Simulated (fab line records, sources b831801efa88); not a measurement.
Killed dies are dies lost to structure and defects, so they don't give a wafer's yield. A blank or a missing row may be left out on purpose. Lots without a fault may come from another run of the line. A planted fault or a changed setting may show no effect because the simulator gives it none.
Which tool did it? | flow sky130 | 7 lots, 21 wafers sampled, at 1 step of a route of 708

WHAT THE GAUGES READ, wafer by wafer
SKY_METAL3_CD_MEAS_13: target cd 300 nm.
lot  | measured     | on        | cd_nm (nm)
L566 | day 39 09:41 | cd_sem-01 | 300.0 299.4 298.8
L568 | day 39 19:40 | cd_sem-01 | 300.9 301.0 301.0
L570 | day 40 11:31 | cd_sem-02 | 297.9 299.6 298.0
L576 | day 42 06:46 | cd_sem-02 | 301.5 299.8 299.7
L583 | day 44 04:17 | cd_sem-01 | 300.6 300.6 299.9
L585 | day 44 11:52 | cd_sem-01 | 300.3 301.0 299.7
L587 | day 44 22:41 | cd_sem-01 | 302.3 301.8 302.7

WHICH TOOL RAN EACH LOT (tool, then ch and the chambers of the sampled wafers, then the start)
The record holds no process step before these readings.

THE ANSWER, worked out from the rows above alone
Rule: what is usual is taken from the lots themselves. Put in order of their means at a reading, lots are off if they are a third of the lots or fewer, leave a main group of 4 or more, and stand apart from it by a gap of 3 or more times the standard deviation of the main group's means; of several such gaps the widest counts. A main group whose means are all the same, to the digits that the tables above print for the reading, isn't used. A lot without any number at a reading at which 4 lots or more have one is off too. The other lots that the step has rows for count as sound.
No lot is off at any reading shown: from this, nothing can be told.

WHAT THE SIMULATOR HAD PUT IN
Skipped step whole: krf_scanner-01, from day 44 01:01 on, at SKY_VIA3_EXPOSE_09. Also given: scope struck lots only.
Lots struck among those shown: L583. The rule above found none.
